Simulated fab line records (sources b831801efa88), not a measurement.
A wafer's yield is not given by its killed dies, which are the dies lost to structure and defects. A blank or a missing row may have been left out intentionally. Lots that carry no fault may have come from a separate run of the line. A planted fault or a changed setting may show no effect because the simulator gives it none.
What tool caused it?    flow sky130    30 wafers from 10 lots sampled at 6 of the route's 708 steps

WHAT THE GAUGES READ, wafer by wafer
SKY_SPACER_THK_MEAS_01.
lot   measured      on             SPACER_CVD_00_THK (nm)
L195  day 22 20:26  film metro-03  43.6 43.8 43.2
L196  day 23 09:16  film metro-02  43.6 43.6 43.1
L197  day 23 14:35  film metro-02  43.0 43.3 42.9
L200  day 24 15:58  film metro-01  43.1 42.8 42.7
L201  day 25 04:39  film metro-03  43.3 43.9 43.5
L204  day 26 04:08  film metro-03  43.2 43.1 43.1
L203  day 26 05:41  film metro-02  43.7 43.9 43.9
L206  day 26 17:34  film metro-03  44.0 43.9 43.8
L213  day 29 05:32  film metro-02  35.5 35.3 35.4
L214  day 29 19:40  film metro-03  35.1 35.1 34.8

SKY_VIA1_THK_MEAS_23: measures by xrf.
lot   measured      on             VIA1_W_THK (nm)
L195  day 33 19:38  film metro-03  270 269 273
L196  day 34 05:20  film metro-04  274 271 277
L197  day 34 11:54  film metro-04  280 271 278
L200  day 35 09:20  film metro-04  275 271 274
L201  day 35 22:23  film metro-04  279 271 279
L204  day 36 19:33  film metro-01  265 264 264
L203  day 36 20:07  film metro-04  273 269 265
L206  day 37 07:57  film metro-04  273 267 279
L213  day 39 14:43  film metro-01  277 266 272
L214  day 40 02:01  film metro-03  269 271 269

WHICH TOOL RAN EACH LOT (tool, then ch and the chambers of the sampled wafers, then the start)
lot   SKY_SPACER_CVD_00            SKY_SPACER_ETCHBACK_02              SKY_CONTACT_STRIP_19                  SKY_METAL1_STRIP_20
L195  lpcvd-02 ch 0, day 22 19:14  rie diel-03 ch 1,2, day 22 20:30    plasma asher-02 ch 0,1, day 31 09:21  plasma asher-01 ch 0,1, day 32 14:36
L196  lpcvd-02 ch 1, day 23 08:02  rie diel-03 ch 0,1,2, day 23 09:18  plasma asher-04 ch 0,1, day 31 20:14  plasma asher-02 ch 0,1, day 33 01:19
L197  lpcvd-02 ch 0, day 23 13:23  rie diel-02 ch 1,2,3, day 23 14:39  plasma asher-01 ch 0,1, day 32 02:37  plasma asher-02 ch 0,1, day 33 07:20
L200  lpcvd-02 ch 0, day 24 14:46  rie diel-04 ch 0,1,2, day 24 16:01  plasma asher-04 ch 1, day 33 01:24    plasma asher-03 ch 0,1, day 34 04:39
L201  lpcvd-02 ch 0, day 25 03:26  rie diel-02 ch 0,1,3, day 25 04:43  plasma asher-04 ch 0,1, day 33 13:06  plasma asher-03 ch 0,1, day 34 17:30
L204  lpcvd-02 ch 0, day 26 02:56  rie diel-03 ch 1,2, day 26 04:12    plasma asher-01 ch 0,1, day 34 10:32  plasma asher-01 ch 0,1, day 35 15:09
L203  lpcvd-02 ch 0, day 26 04:29  rie diel-02 ch 0,2,3, day 26 05:45  plasma asher-04 ch 0,1, day 34 12:07  plasma asher-02 ch 0,1, day 35 15:56
L206  lpcvd-02 ch 1, day 26 16:21  rie diel-03 ch 0,1,2, day 26 17:37  plasma asher-02 ch 0,1, day 34 22:22  plasma asher-03 ch 1, day 36 03:08
L213  lpcvd-02 ch 1, day 29 03:42  rie diel-03 ch 0,1,3, day 29 05:36  plasma asher-04 ch 0,1, day 37 07:54  plasma asher-03 ch 0,1, day 38 11:35
L214  lpcvd-02 ch 1, day 29 18:28  rie diel-02 ch 1,2,3, day 29 19:43  plasma asher-02 ch 0, day 37 18:58    plasma asher-03 ch 0,1, day 38 22:26
- SKY_SPACER_CVD_00: deposits Si3N4 from DCS/NH3, target thk 43.1 nm, time 740 s.
- SKY_SPACER_ETCHBACK_02: etches Si3N4 in CH3F/O2, stops on SiO2, time 46.7 s, target depth 45 nm.
- SKY_CONTACT_STRIP_19: strips in O2/N2.
- SKY_METAL1_STRIP_20: strips in O2/N2.

WHAT THE TOOLS THEMSELVES READ (means of the sampled wafers that have a number; where no wafer has one, the mark that the record gives instead)
SKY_SPACER_CVD_00.
lot   tool      pressure mtorr (mTorr)  spike tc upper C (C)  zone power bottom pct (%)  zone power lower pct (%)
L195  lpcvd-02  250.4                   769.1                 20.4                       12.4
L196  lpcvd-02  249.9                   766.4                 21.7                       15.4
L197  lpcvd-02  249.4                   769.5                 20.4                       12.2
L200  lpcvd-02  250.6                   768.9                 20.1                       12.4
L201  lpcvd-02  250.8                   768.7                 20.4                       12.1
L204  lpcvd-02  249.7                   768.6                 20.4                       12.3
L203  lpcvd-02  250.2                   769.2                 20.3                       12.3
L206  lpcvd-02  250.4                   766.8                 21.4                       15.5
L213  lpcvd-02  125.1                   765.5                 21.6                       15.4
L214  lpcvd-02  124.9                   766.7                 21.6                       15.4

SKY_SPACER_ETCHBACK_02.
lot   tool         chamber pressure mTorr (mTorr)  drypump motor current A (A)  oes product au (a.u.)  throttle valve pct (%)
L195  rie diel-03  25.004                          5.9                          0.857                  10.556
L196  rie diel-03  24.993                          5.6                          0.859                  10.568
L197  rie diel-02  25.010                          6.3                          0.857                  10.563
L200  rie diel-04  25.015                          5.9                          0.851                  10.563
L201  rie diel-02  25.003                          6.1                          0.855                  10.570
L204  rie diel-03  25.021                          5.7                          0.853                  10.556
L203  rie diel-02  25.018                          6.4                          0.864                  10.575
L206  rie diel-03  24.985                          5.6                          0.868                  10.568
L213  rie diel-03  24.992                          5.3                          0.775                  10.547
L214  rie diel-02  24.996                          6.3                          0.765                  10.554

SKY_CONTACT_STRIP_19.
lot   tool             chamber pressure mTorr (mTorr)  drypump motor current A (A)  oes product au (a.u.)  strip time to endpoint s (s)
L195  plasma asher-02  1500.2                          5.9                          0.378                  3.598
L196  plasma asher-04  1500.0                          5.7                          0.381                  3.604
L197  plasma asher-01  1500.5                          5.4                          0.379                  3.598
L200  plasma asher-04  1499.7                          5.8                          0.380                  3.595
L201  plasma asher-04  1499.1                          5.7                          0.378                  3.598
L204  plasma asher-01  1500.7                          5.6                          0.383                  3.624
L203  plasma asher-04  1502.3                          5.7                          0.379                  3.607
L206  plasma asher-02  1500.3                          5.9                          0.377                  3.586
L213  plasma asher-04  1501.0                          5.7                          0.382                  3.610
L214  plasma asher-02  1500.7                          6.4                          0.382                  3.627

SKY_METAL1_STRIP_20.
lot   tool             chamber pressure mTorr (mTorr)  drypump motor current A (A)  oes product au (a.u.)  strip time to endpoint s (s)
L195  plasma asher-01  1499.2                          5.4                          0.343                  2.68
L196  plasma asher-02  1499.1                          5.9                          0.343                  2.71
L197  plasma asher-02  1499.4                          5.4                          0.342                  2.69
L200  plasma asher-03  1499.4                          5.3                          0.341                  2.64
L201  plasma asher-03  1500.7                          5.4                          0.341                  2.71
L204  plasma asher-01  1499.5                          5.4                          0.336                  2.67
L203  plasma asher-02  1501.5                          5.9                          0.343                  2.66
L206  plasma asher-03  1499.1                          4.9                          0.343                  2.70
L213  plasma asher-03  1499.6                          5.8                          0.343                  2.59
L214  plasma asher-03  1500.6                          5.8                          0.339                  2.69

THE ANSWER, worked out from the rows above alone
Rule: the usual values come from the lots themselves. Put in order of their means at a reading, lots are off if they are a third of the lots or fewer, leave a main group of 4 or more, and stand apart from it by a gap of 3 or more times the standard deviation of the main group's means; of several such gaps the widest counts. If all means in a main group match to the digits the tables above print for the reading, that group is not used. Also off: a lot with no number at a reading for which 4 or more lots have one. The other lots that the step has rows for count as sound. The gauges are gone through in route order, then the tools' own readings, and for those a lot's mean is taken as printed above. The first step at which some lot is off is used, and at that step the reading that is off furthest; a lot without a number counts as furthest.
Off: L213, L214, at SKY_SPACER_THK_MEAS_01 (SPACER_CVD_00_THK). The main group has a mean of 43.4 nm with a standard deviation of 0.34.
A tool fits if, at a process step before that reading, it ran every lot that is off, and no sound lot after the first of them. Not tried: the gauges at SKY_SPACER_THK_MEAS_01; whatever is off there is also off at SKY_SPACER_CVD_00, on other tools, and gauge error can't account for it. One fits: SKY_SPACER_CVD_00 on lpcvd-02. Its last sound lot is L206 (day 26 16:21), its first lot that is off L213 (day 29 03:42): a fault that began between those two fits.
The tool's own readings at SKY_SPACER_CVD_00 bear it out: on the lots that are off they differ by more than 5 times the standard deviation of the sound lots' means. pressure mtorr reads 125.0 mTorr there against 250.2 mTorr on the sound lots.

WHAT HAD BEEN PUT IN BY THE SIMULATOR
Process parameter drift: lpcvd-02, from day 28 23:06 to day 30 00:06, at SKY_SPACER_CVD_00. A move of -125 in setting pressure mtorr, from 250. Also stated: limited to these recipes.
Lots struck among those shown: L213, L214. This agrees with what the rule above found.
